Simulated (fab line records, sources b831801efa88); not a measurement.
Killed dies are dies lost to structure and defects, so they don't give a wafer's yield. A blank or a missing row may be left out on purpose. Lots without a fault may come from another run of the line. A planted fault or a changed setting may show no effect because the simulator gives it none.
Split-lot experiment | flow sfq_line | 5 lots, 23 wafers read, on a route of 325 steps

THE SPLIT
At SFQ_TRILAYER_L0_DEP_SPUTTER_003 (material MoNx KI, target thk 40 nm, time 100 s), the setting power_w was moved away from the recipe's 800 W on 9 of the 23 wafers read, by -11.8% to +4.9%. The other wafers ran this setting at the recipe's value.

FROM THE SPLIT TO THE READING: what the file shows between them, 7 steps
- SFQ_L0_RS_MEAS_901: measures by four-point-probe
- SFQ_L0_THK_MEAS_902: measures by xrf
- SFQ_TRILAYER_L0_LITHO_COAT_005: resist thk 600 nm (also split here: spin_rpm)
- SFQ_TRILAYER_L0_LITHO_SOFTBAKE_009
- SFQ_TRILAYER_L0_LITHO_EXPOSE_006: exposes mask L0, target cd 2000 nm
- SFQ_TRILAYER_L0_LITHO_DEVELOP_007: time 60 s
- SFQ_TRILAYER_L0_BARC_OPEN_METAL_ETCH_010: etches BARC in O2, target depth 125 nm, time 41.7 s

THE READING
oes_product_au, in a.u., at SFQ_TRILAYER_L0_ETCH_METAL_ETCH_008 (etches MoNx KI in SF6/O2, stops on SiO2, target depth 50 nm, time 25 s). Fault-free wafers of this fab line usually give 0.876 a.u., standard deviation 0.0083 a.u..

wafer  | tool, chamber at the split | power_w as run, W | against the recipe | oes_product_au, a.u. | against lot-mates on the recipe
L074.2 | pvd_sputter-05, -          | 800               | recipe             | 0.874                | -
L074.3 | pvd_sputter-05, -          | 800               | recipe             | 0.864                | -
L074.4 | pvd_sputter-05, -          | 800               | recipe             | 0.876                | -
L074.5 | pvd_sputter-05, -          | 800               | recipe             | 0.878                | -
L074.6 | pvd_sputter-05, -          | 800               | recipe             | 0.879                | -
L078.1 | pvd_sputter-06, -          | 800               | recipe             | 0.881                | -
L078.3 | pvd_sputter-06, -          | 738.5             | -7.7%              | 0.845                | -0.038
L078.4 | pvd_sputter-06, -          | 800               | recipe             | 0.884                | -
L078.5 | pvd_sputter-06, -          | 738.5             | -7.7%              | 0.821                | -0.062
L078.6 | pvd_sputter-06, -          | 738.5             | -7.7%              | 0.854                | -0.029
L079.1 | pvd_sputter-03, -          | 705.8             | -11.8%             | 0.826                | -0.049
L079.2 | pvd_sputter-03, -          | 705.8             | -11.8%             | 0.812                | -0.062
L079.3 | pvd_sputter-03, -          | 800               | recipe             | 0.870                | -
L079.5 | pvd_sputter-03, -          | 705.8             | -11.8%             | 0.817                | -0.058
L079.6 | pvd_sputter-03, -          | 800               | recipe             | 0.879                | -
L081.2 | pvd_sputter-06, -          | 800               | recipe             | 0.862                | -
L081.3 | pvd_sputter-06, -          | 800               | recipe             | 0.872                | -
L081.6 | pvd_sputter-06, -          | 800               | recipe             | 0.875                | -
L084.1 | pvd_sputter-06, -          | 839               | +4.9%              | 0.904                | +0.031
L084.2 | pvd_sputter-06, -          | 800               | recipe             | 0.871                | -
L084.3 | pvd_sputter-06, -          | 800               | recipe             | 0.875                | -
L084.4 | pvd_sputter-06, -          | 839               | +4.9%              | 0.906                | +0.033
L084.5 | pvd_sputter-06, -          | 839               | +4.9%              | 0.903                | +0.030

THE FIT
A straight line over all 23 wafers: oes_product_au changes by +0.00493 a.u. for each +1% of power_w; r = +0.96; the points scatter about the line by 0.0078 a.u..
The same after taking each lot's own level away (the mean of its wafers on the recipe; 23 wafers): +0.00523 a.u. for each +1%; r = +0.97; scatter 0.0074 a.u..
On that fit, the largest move of power_w shifts the reading by 0.062 a.u..
The lots' own levels span 0.8697 to 0.8825 a.u., that is 1.5 times the standard deviation above.
So the lot-to-lot level changes the slope little: the two slopes agree.
Check: with one of the wafers moved furthest among these (-11.8%) left out of the fit, the line predicts -0.0636 a.u. for it against its lot-mates. It came out at -0.0485 a.u. against them.

OTHER SPLITS ON THESE WAFERS
These wafers also went through other splits before the reading. Each is held against what the fit with the lots' levels taken away leaves over:
other split on the same wafers          | wafers away from the commonest value | r with oes_product_au (lot level and that fit taken away)
SFQ_TRILAYER_L0_LITHO_COAT_005 spin_rpm | 7                                    | +0.23

THE WHOLE CHAIN: every reading that the file lists as answering this split, in the file's order
step                                | what it does                                                           | reading                                                                                        | change (the file's fit)                   | r (the file's)
SFQ_TRILAYER_L0_DEP_SPUTTER_003     | material MoNx KI, target thk 40 nm, time 100 s                         | MoNx_KI_of_TRILAYER_L0_DEP_SPUTTER_003.thk_nm (the simulator's own value, which no gauge read) | +0.408 nm for each +1% of the setting     | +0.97
SFQ_L0_RS_MEAS_901                  | measures by four-point-probe                                           | L0_MONX_KI_RS                                                                                  | -0.481 for each +1% of the setting        | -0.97
SFQ_L0_THK_MEAS_902                 | measures by xrf                                                        | L0_MONX_KI_THK                                                                                 | +0.408 for each +1% of the setting        | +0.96
SFQ_TRILAYER_L0_ETCH_METAL_ETCH_008 | etches MoNx KI in SF6/O2, stops on SiO2, target depth 50 nm, time 25 s | oes_product_au                                                                                 | +0.00517 a.u. for each +1% of the setting | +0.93

THE FILE'S OWN FIT
oes_product_au changes by +0.00517 a.u. for each +1% of power_w, r = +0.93.
